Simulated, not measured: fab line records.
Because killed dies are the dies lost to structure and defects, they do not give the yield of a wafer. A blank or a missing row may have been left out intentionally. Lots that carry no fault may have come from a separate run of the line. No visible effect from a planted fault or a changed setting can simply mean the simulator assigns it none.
Split-lot study :: flow gf180mcu :: on a route of 602 steps: 5 lots, 23 wafers read

== THE SPLIT ITSELF ==
At GF_DUAL_GATE_OXIDATION_02 (stabilise 600 s, purge 300 s, target thk 10.887 nm), the setting ox-time-s was moved away from the recipe's 1602 s on 15 of the 23 wafers read, by -12.0% to +10.8%. This setting was run at the recipe's value on the other wafers.

Split to reading: the file shows no intervening step.

== THE READING ==
DUAL_GATE_OXIDATION_00_THK in nanometres, read at GF_DUAL_GATE_THK_MEAS_03. On this fab line, fault-free wafers typically give 10.87 nm with a standard deviation of 0.12 nm.

wafer: L079.1
tool, chamber at the split: -, -
ox-time-s as run, s: 1775
against the recipe: +10.8%
DUAL_GATE_OXIDATION_00_THK, nm: 11.58
against lot-mates on the recipe: no lot-mate on the recipe

wafer: L079.2
tool, chamber at the split: -, -
ox-time-s as run, s: 1775
against the recipe: +10.8%
DUAL_GATE_OXIDATION_00_THK, nm: 11.44
against lot-mates on the recipe: no lot-mate on the recipe

wafer: L079.4
tool, chamber at the split: -, -
ox-time-s as run, s: 1775
against the recipe: +10.8%
DUAL_GATE_OXIDATION_00_THK, nm: 11.56
against lot-mates on the recipe: no lot-mate on the recipe

wafer: L079.5
tool, chamber at the split: -, -
ox-time-s as run, s: 1775
against the recipe: +10.8%
DUAL_GATE_OXIDATION_00_THK, nm: 11.46
against lot-mates on the recipe: no lot-mate on the recipe

wafer: L079.6
tool, chamber at the split: -, -
ox-time-s as run, s: 1775
against the recipe: +10.8%
DUAL_GATE_OXIDATION_00_THK, nm: 11.41
against lot-mates on the recipe: no lot-mate on the recipe

wafer: L082.2
tool, chamber at the split: -, -
ox-time-s as run, s: 1602
against the recipe: recipe
DUAL_GATE_OXIDATION_00_THK, nm: 10.89
against lot-mates on the recipe: -

wafer: L082.3
tool, chamber at the split: -, -
ox-time-s as run, s: 1602
against the recipe: recipe
DUAL_GATE_OXIDATION_00_THK, nm: 10.94
against lot-mates on the recipe: -

wafer: L082.4
tool, chamber at the split: -, -
ox-time-s as run, s: 1602
against the recipe: recipe
DUAL_GATE_OXIDATION_00_THK, nm: 10.81
against lot-mates on the recipe: -

wafer: L082.5
tool, chamber at the split: -, -
ox-time-s as run, s: 1602
against the recipe: recipe
DUAL_GATE_OXIDATION_00_THK, nm: 11.09
against lot-mates on the recipe: -

wafer: L082.6
tool, chamber at the split: -, -
ox-time-s as run, s: 1602
against the recipe: recipe
DUAL_GATE_OXIDATION_00_THK, nm: 10.91
against lot-mates on the recipe: -

wafer: L083.2
tool, chamber at the split: furnace-02, 0
ox-time-s as run, s: 1602
against the recipe: recipe
DUAL_GATE_OXIDATION_00_THK, nm: 10.87
against lot-mates on the recipe: -

wafer: L083.4
tool, chamber at the split: furnace-02, 0
ox-time-s as run, s: 1602
against the recipe: recipe
DUAL_GATE_OXIDATION_00_THK, nm: 10.99
against lot-mates on the recipe: -

wafer: L083.5
tool, chamber at the split: furnace-02, 0
ox-time-s as run, s: 1602
against the recipe: recipe
DUAL_GATE_OXIDATION_00_THK, nm: 10.95
against lot-mates on the recipe: -

wafer: L084.1
tool, chamber at the split: -, -
ox-time-s as run, s: 1495
against the recipe: -6.7%
DUAL_GATE_OXIDATION_00_THK, nm: 10.50
against lot-mates on the recipe: no lot-mate on the recipe

wafer: L084.2
tool, chamber at the split: -, -
ox-time-s as run, s: 1495
against the recipe: -6.7%
DUAL_GATE_OXIDATION_00_THK, nm: 10.29
against lot-mates on the recipe: no lot-mate on the recipe

wafer: L084.3
tool, chamber at the split: -, -
ox-time-s as run, s: 1495
against the recipe: -6.7%
DUAL_GATE_OXIDATION_00_THK, nm: 10.29
against lot-mates on the recipe: no lot-mate on the recipe

wafer: L084.5
tool, chamber at the split: -, -
ox-time-s as run, s: 1495
against the recipe: -6.7%
DUAL_GATE_OXIDATION_00_THK, nm: 10.42
against lot-mates on the recipe: no lot-mate on the recipe

wafer: L084.6
tool, chamber at the split: -, -
ox-time-s as run, s: 1495
against the recipe: -6.7%
DUAL_GATE_OXIDATION_00_THK, nm: 10.57
against lot-mates on the recipe: no lot-mate on the recipe

wafer: L085.1
tool, chamber at the split: -, -
ox-time-s as run, s: 1409
against the recipe: -12.0%
DUAL_GATE_OXIDATION_00_THK, nm: 10.00
against lot-mates on the recipe: no lot-mate on the recipe

wafer: L085.2
tool, chamber at the split: -, -
ox-time-s as run, s: 1409
against the recipe: -12.0%
DUAL_GATE_OXIDATION_00_THK, nm: 9.88
against lot-mates on the recipe: no lot-mate on the recipe

wafer: L085.3
tool, chamber at the split: -, -
ox-time-s as run, s: 1409
against the recipe: -12.0%
DUAL_GATE_OXIDATION_00_THK, nm: 9.99
against lot-mates on the recipe: no lot-mate on the recipe

wafer: L085.4
tool, chamber at the split: -, -
ox-time-s as run, s: 1409
against the recipe: -12.0%
DUAL_GATE_OXIDATION_00_THK, nm: 9.95
against lot-mates on the recipe: no lot-mate on the recipe

wafer: L085.6
tool, chamber at the split: -, -
ox-time-s as run, s: 1409
against the recipe: -12.0%
DUAL_GATE_OXIDATION_00_THK, nm: 9.92
against lot-mates on the recipe: no lot-mate on the recipe

THE FIT
A straight line over all 23 wafers: DUAL_GATE_OXIDATION_00_THK changes by +0.0673 nm for each +1% of ox-time-s; r = +0.98; the points scatter about the line by 0.11 nm.
Too few moved wafers with a lot-mate on the recipe to fit a line net of each lot's own level.

== THE WHOLE CHAIN: every reading that the file lists as answering this split, in the file's order ==
step: GF_DUAL_GATE_OXIDATION_02
what it does: stabilise 600 s, purge 300 s, target thk 10.887 nm
reading: SiO2_of_DUAL_GATE_OXIDATION_02.thk-nm (the simulator's own value, which no gauge read)
change (the file's fit): +0.0661 nm for each +1% of the setting
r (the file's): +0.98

step: GF_DUAL_GATE_THK_MEAS_03
what it does: 
reading: DUAL_GATE_OXIDATION_00_THK
change (the file's fit): +0.0674 for each +1% of the setting
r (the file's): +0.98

step: GF_DUAL_GATE_OXIDATION_15
what it does: stabilise 600 s, purge 300 s, target thk 7.098 nm
reading: SiO2_of_DUAL_GATE_OXIDATION_02.thk-nm (the simulator's own value, which no gauge read)
change (the file's fit): +0.0515 nm for each +1% of the setting
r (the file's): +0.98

== THE FILE'S OWN FIT ==
DUAL_GATE_OXIDATION_00_THK changes by +0.0674 nm for each +1% of ox-time-s, r = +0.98.
